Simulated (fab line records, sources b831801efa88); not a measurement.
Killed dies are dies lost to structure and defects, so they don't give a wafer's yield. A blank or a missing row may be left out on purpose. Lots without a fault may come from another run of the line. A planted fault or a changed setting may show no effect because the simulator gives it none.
fab line records | flow sky130
record lots=13 wafers=39 last_day=50
route steps=708 shown RES_PROTECT@215 LDD_P@266 LDD_HVN@275 LDD_LDN@296 PAD_OPEN@708
lots that met no fault: from a run of the same line without faults
start_h: hours from the record's first day to the start of the lot's first wafer shown | wait_h: hours since the lot's step before | " the same as in the row above | L1.1+2: a row that stands for several wafers | - no value, or no start given | * or withheld: withheld | < > ~ a bound
route shown NAME@n: a module of which the file shows steps, and the number in the route of the first | usual: mean/standard deviation of fault-free wafers | same: alike in all rows | chamber/n: place in a boat | sites: the reading at each site | _std_site: their standard deviation | _edge_site: outer sites' mean less inner sites' | radius_mm: how far each site lies from the wafer's centre | mask NAME#n: copy n | behind: the tool/chamber that last shaped the wafer | hold: why the lot was held/for how many hours/how that ended | device: the transistor (n, p or np) that didn't switch | end of line: the same wafers' tests at the end of the route | a step without rows: its recipe alone | killed: dies lost to structure and defects at the first sort, not the wafer's yield | map: a wafer's dies, x killed, . not, _ none there
set.NAME: the setting as run; set.NAME@STEP: as run at that earlier step | model.NAME: the simulator's own value behind a step, which no gauge read
steps of the route over a sample of lots; a table a step, a row a wafer
services: from which hour (start_h, from the record's first day; less than 0 if before it) a tool's chamber was out of use, for how many hours, and why
## steps
# step SKY_RES_PROTECT_TW_MEAS_08
# usual POLY_GATE_TW=4047/26
# columns lot.wafer tool chamber start_h wait_h POLY_GATE_TW
L940.1 film_metro-01 - 342.52 0.1 4117
L940.3 " - " " 4104
L940.5 " - " " 4120
L941.1 film_metro-03 - 354.02 0.1 4029
L941.4 " - " " 4013
L941.5 " - " " 4029
L942.2 film_metro-03 - 369.03 0.1 4057
L942.5 " - " " 4056
L942.6 " - " " 4076
L943.3 film_metro-02 - 378.51 0.1 4013
L943.5 " - " " 3990
L943.6 " - " " 4016
L945.3 film_metro-02 - 392.89 0.1 4045
L945.4 " - " " 4049
L945.6 " - " " 4044
L949.2 film_metro-03 - 423.18 0.1 4064
L949.4 " - " " 4038
L949.5 " - " " 4045
L951.4 film_metro-03 - 458.55 0.1 4039
L951.5 " - " " 4047
L951.6 " - " " 4060
L952.2 film_metro-03 - 463.73 0.1 4064
L952.4 " - " " 4073
L952.6 " - " " 4051
L954.1 film_metro-02 - 473.09 0.1 4054
L954.4 " - " " 4044
L954.5 " - " " 4047
L953.2 film_metro-03 - 474.93 0.1 4061
L953.3 " - " " 4043
L953.5 " - " " 4031
L955.1 film_metro-02 - 483.12 0.1 4026
L955.2 " - " " 4048
L955.4 " - " " 4043
L959.4 film_metro-03 - 516.91 0.1 4056
L959.5 " - " " 4056
L959.6 " - " " 4069
L960.1 film_metro-03 - 519.97 0.1 4019
L960.2 " - " " 4037
L960.5 " - " " 4047
# step SKY_LDD_P_TW_MEAS_11
# usual LDD_P_TW=635/3.4
# columns lot.wafer tool chamber start_h wait_h LDD_P_TW
L940.1 film_metro-03 - 438.30 0.1 637
L940.3 " - " " 635
L940.5 " - " " 637
L941.1 film_metro-02 - 448.28 0.1 633
L941.4 " - " " 636
L941.5 " - " " 634
L942.2 film_metro-03 - 464.19 0.1 639
L942.5 " - " " 640
L942.6 " - " " 639
L943.3 film_metro-03 - 475.59 0.1 636
L943.5 " - " " 634
L943.6 " - " " 630
L945.3 film_metro-02 - 490.77 0.1 633
L945.4 " - " " 633
L945.6 " - " " 633
L949.2 film_metro-03 - 521.99 0.1 634
L949.4 " - " " 633
L949.5 " - " " 635
L951.4 film_metro-02 - 555.98 0.1 631
L951.5 " - " " 630
L951.6 " - " " 628
L952.2 film_metro-02 - 560.11 0.1 633
L952.4 " - " " 631
L952.6 " - " " 627
L954.1 film_metro-03 - 570.97 0.1 638
L954.4 " - " " 637
L954.5 " - " " 637
L953.2 film_metro-02 - 571.79 0.1 628
L953.3 " - " " 631
L953.5 " - " " 631
L955.1 film_metro-03 - 577.89 0.1 639
L955.2 " - " " 636
L955.4 " - " " 641
L959.4 film_metro-02 - 611.51 0.1 637
L959.5 " - " " 635
L959.6 " - " " 635
L960.1 film_metro-04 - 613.30 0.1 637
L960.2 " - " " 637
L960.5 " - " " 637
# step SKY_LDD_HVN_IMPLANT_08
# recipe species=P energy_kev=60 dose_cm2=3e+13 tilt_deg=40
# usual dose_ions_cm2=3e+13/3.2e+10 faraday_current_uA=169/3
# columns lot.wafer tool chamber start_h wait_h dose_ions_cm2 faraday_current_uA
L940.1 implanter-04 0 469.08 0.0 3.001e+13 172
L940.3 " 0 " " 2.997e+13 167
L940.5 " 0 " " 2.999e+13 174
L941.1 implanter-01 0 478.86 0.0 2.997e+13 169
L941.4 " 0 " " 2.999e+13 174
L941.5 " 0 " " 3e+13 170
L942.2 implanter-01 0 494.89 0.0 3.002e+13 167
L942.5 " 0 " " 3.002e+13 165
L942.6 " 0 " " 3.001e+13 166
L943.3 implanter-04 0 506.51 0.1 3.002e+13 166
L943.5 " 0 " " 2.999e+13 166
L943.6 " 0 " " 3e+13 172
L945.3 implanter-01 0 521.66 0.1 2.994e+13 172
L945.4 " 0 " " 2.996e+13 173
L945.6 " 0 " " 2.998e+13 173
L949.2 implanter-04 0 552.53 0.1 3.003e+13 159
L949.4 " 0 " " 3.001e+13 170
L949.5 " 0 " " 3.001e+13 169
L951.4 implanter-04 0 585.56 0.1 4.541e+13 255
L951.5 " 0 " " 4.54e+13 263
L951.6 " 0 " " 4.537e+13 257
L952.2 implanter-04 0 589.53 0.0 4.536e+13 254
L952.4 " 0 " " 4.537e+13 257
L952.6 " 0 " " 4.536e+13 257
L954.1 implanter-01 0 600.26 0.0 2.993e+13 168
L954.4 " 0 " " 2.999e+13 168
L954.5 " 0 " " 2.996e+13 171
L953.2 implanter-03 0 601.41 0.0 2.997e+13 171
L953.3 " 0 " " 2.998e+13 167
L953.5 " 0 " " 2.996e+13 170
L955.1 implanter-01 0 606.23 0.0 2.997e+13 163
L955.2 " 0 " " 2.999e+13 172
L955.4 " 0 " " 2.999e+13 171
L959.4 implanter-03 0 640.68 0.1 2.997e+13 167
L959.5 " 0 " " 3.002e+13 171
L959.6 " 0 " " 3.003e+13 175
L960.1 implanter-03 0 641.88 0.0 3.003e+13 166
L960.2 " 0 " " 3e+13 171
L960.5 " 0 " " 2.995e+13 169
# step SKY_LDD_HVN_TW_MEAS_10
# usual LDD_HVN_TW=1447/8.5
# columns lot.wafer tool chamber start_h wait_h LDD_HVN_TW
L940.1 film_metro-01 - 469.33 0.1 1449
L940.3 " - " " 1445
L940.5 " - " " 1445
L941.1 film_metro-04 - 479.11 0.1 1430
L941.4 " - " " 1438
L941.5 " - " " 1426
L942.2 film_metro-03 - 495.12 0.1 1439
L942.5 " - " " 1441
L942.6 " - " " 1433
L943.3 film_metro-01 - 506.73 0.1 1450
L943.5 " - " " 1455
L943.6 " - " " 1453
L945.3 film_metro-04 - 521.88 0.1 1443
L945.4 " - " " 1444
L945.6 " - " " 1450
L949.2 film_metro-01 - 552.77 0.1 1450
L949.4 " - " " 1454
L949.5 " - " " 1449
L951.4 film_metro-01 - 585.76 0.1 1655
L951.5 " - " " 1652
L951.6 " - " " 1659
L952.2 film_metro-04 - 589.77 0.1 1647
L952.4 " - " " 1649
L952.6 " - " " 1641
L954.1 film_metro-03 - 600.51 0.1 1449
L954.4 " - " " 1448
L954.5 " - " " 1458
L953.2 film_metro-04 - 601.64 0.1 1440
L953.3 " - " " 1440
L953.5 " - " " 1443
L955.1 film_metro-03 - 606.48 0.1 1448
L955.2 " - " " 1447
L955.4 " - " " 1450
L959.4 film_metro-01 - 640.89 0.1 1461
L959.5 " - " " 1457
L959.6 " - " " 1455
L960.1 film_metro-03 - 642.13 0.1 1441
L960.2 " - " " 1446
L960.5 " - " " 1449
# step SKY_LDD_LDN_OVL_MEAS_07
# usual LDD_LDN_OVL=0.3/1.6
# columns lot.wafer tool chamber start_h wait_h LDD_LDN_OVL[nm]
L940.1 overlay-01 - 530.32 0.1 0.6
L940.3 " - " " -0.2
L940.5 " - " " 0.7
L941.1 overlay-01 - 540.47 0.1 -0.9
L941.4 " - " " 1.7
L941.5 " - " " -0.1
L942.2 overlay-01 - 556.49 0.1 -1.8
L942.5 " - " " -0.7
L942.6 " - " " -0.5
L943.3 overlay-01 - 568.39 0.1 3.7
L943.5 " - " " 3.1
L943.6 " - " " 3.9
L945.3 overlay-01 - 581.36 0.1 -1.6
L945.4 " - " " -0.7
L945.6 " - " " -0.3
L949.2 overlay-01 - 610.93 0.1 -1.3
L949.4 " - " " -0.2
L949.5 " - " " 0.2
L951.4 overlay-01 - 643.91 0.1 -0.9
L951.5 " - " " 1.0
L951.6 " - " " -0.3
L952.2 overlay-02 - 646.87 0.1 -0.7
L952.4 " - " " 1.0
L952.6 " - " " 2.8
L954.1 overlay-01 - 659.19 0.1 1.8
L954.4 " - " " 1.1
L954.5 " - " " 2.9
L953.2 overlay-01 - 659.50 0.1 -2.3
L953.3 " - " " -0.8
L953.5 " - " " -3.1
L955.1 overlay-01 - 664.07 0.1 -0.1
L955.2 " - " " 0.9
L955.4 " - " " -0.1
L959.4 overlay-01 - 698.91 0.1 -2.1
L959.5 " - " " -2.1
L959.6 " - " " -2.0
L960.1 overlay-01 - 699.99 0.1 1.0
L960.2 " - " " 0.3
L960.5 " - " " -0.3
# step SKY_PAD_OPEN_PROBE_99
# usual killed_at_M0_to_M3=43/7.6 killed_at_M4_up=2.9/1.9 killed_at_contacts=24/5 killed_at_front_end=15/4.3 killed_at_other=0.3/0.54 killed_dies=85/10 killed_open=47/7 killed_short=38/6.4
# same gross_dies=492 killed_at_back_side=0
# columns lot.wafer tool chamber start_h wait_h killed_at_M0_to_M3 killed_at_M4_up killed_at_contacts killed_at_front_end killed_at_other killed_dies killed_open killed_short
L953.2 prober-01 - 1169.44 0.1 54 4 20 16 0 94 51 43
L953.3 prober-01 - 1169.49 0.2 32 1 19 16 0 68 42 26
L953.5 prober-01 - 1169.59 0.2 35 1 19 19 0 74 42 32
L955.1 prober-02 - 1170.27 0.1 57 2 28 4 0 91 57 34
L955.2 prober-02 - 1170.32 0.1 46 5 26 13 1 91 42 49
L955.4 prober-02 - 1170.42 0.2 67 1 26 14 1 109 56 53
# killed by level:class
L953.2 VIA1:geometric_particle:open=11 VIA2:geometric_particle:open=9 METAL1:geometric_particle:short=8 VIA3:geometric_particle:open=7 METAL2:geometric_particle:short=7 LOCAL_INTERCONNECT:geometric_particle:short=5 CONTACT:geometric_particle:short=5 FIELD_ISO:geometric_particle:open=4
L953.3 VIA1:geometric_particle:open=10 CONTACT:geometric_particle:open=10 VIA3:geometric_particle:open=6 FIELD_ISO:geometric_particle:open=5 FIELD_ISO:geometric_particle:short=4 LI_CONTACT:geometric_particle:open=4 VIA1:geometric_particle:short=4 METAL2:geometric_particle:short=4
L953.5 VIA1:geometric_particle:open=12 CONTACT:geometric_particle:open=8 FIELD_ISO:geometric_particle:short=7 CONTACT:geometric_particle:short=6 FIELD_ISO:geometric_particle:open=4 POLY_GATE:geometric_particle:open=4 VIA3:geometric_particle:open=4 VIA2:geometric_particle:open=3
L955.1 VIA1:geometric_particle:open=18 LI_CONTACT:geometric_particle:open=10 VIA2:geometric_particle:open=7 VIA3:geometric_particle:open=7 LOCAL_INTERCONNECT:geometric_particle:short=5 CONTACT:geometric_particle:short=5 METAL1:geometric_particle:short=5 VIA1:geometric_particle:short=5
L955.2 VIA1:geometric_particle:open=14 LI_CONTACT:geometric_particle:short=9 LI_CONTACT:geometric_particle:open=8 VIA3:geometric_particle:short=7 LOCAL_INTERCONNECT:geometric_particle:short=7 VIA3:geometric_particle:open=6 METAL1:geometric_particle:short=4 VIA2:geometric_particle:short=4
L955.4 VIA1:geometric_particle:open=16 METAL2:geometric_particle:short=10 METAL1:geometric_particle:short=9 LI_CONTACT:geometric_particle:open=7 VIA2:geometric_particle:short=7 CONTACT:geometric_particle:short=7 VIA2:geometric_particle:open=7 FIELD_ISO:geometric_particle:open=6
## services
# columns tool chamber start_h hours kind
implanter-01 - 447.18 5.6 pm
implanter-03 - 475.65 86.4 pm
implanter-03 - 562.10 27.6 pm
implanter-04 - 602.52 4.4 pm
implanter-03 - 606.05 0.9 repair
implanter-01 - 608.54 4.9 repair
implanter-03 - 633.79 2.5 repair
## key
first_sign step=SKY_LDD_HVN_IMPLANT_08 reading=dose_ions_cm2 direction=up sigmas=99+ usual=* struck=*
effect step=SKY_LDD_HVN_IMPLANT_08 reading=faraday_current_uA direction=up sigmas=29 usual=169 struck=257
effect step=SKY_LDD_HVN_TW_MEAS_10 reading=LDD_HVN_TW direction=up sigmas=24 usual=1447 struck=1651
met_at SKY_LDD_HVN_IMPLANT_08
struck_lots L951,L952
tester_left_out L951,L952
not_acting_at SKY_RES_PROTECT_TW_MEAS_08,SKY_LDD_P_TW_MEAS_11,SKY_LDD_LDN_OVL_MEAS_07
onset_between 552.53 585.56
fault kind=process_parameter_drift tool=implanter-04 chamber=- onset_h=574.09 steps=SKY_LDD_HVN_IMPLANT_08 channel=dose_cm2 offset=* shape=step end_h=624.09 acts_in=* stated=*
# tester_left_out: of these lots the tester's yield and bins aren't shown, on N5 and GAA mostly nor the transistor test; their killed dies are dies lost to structure and defects alone, not to doping, threshold or leakage, so they don't give the yield
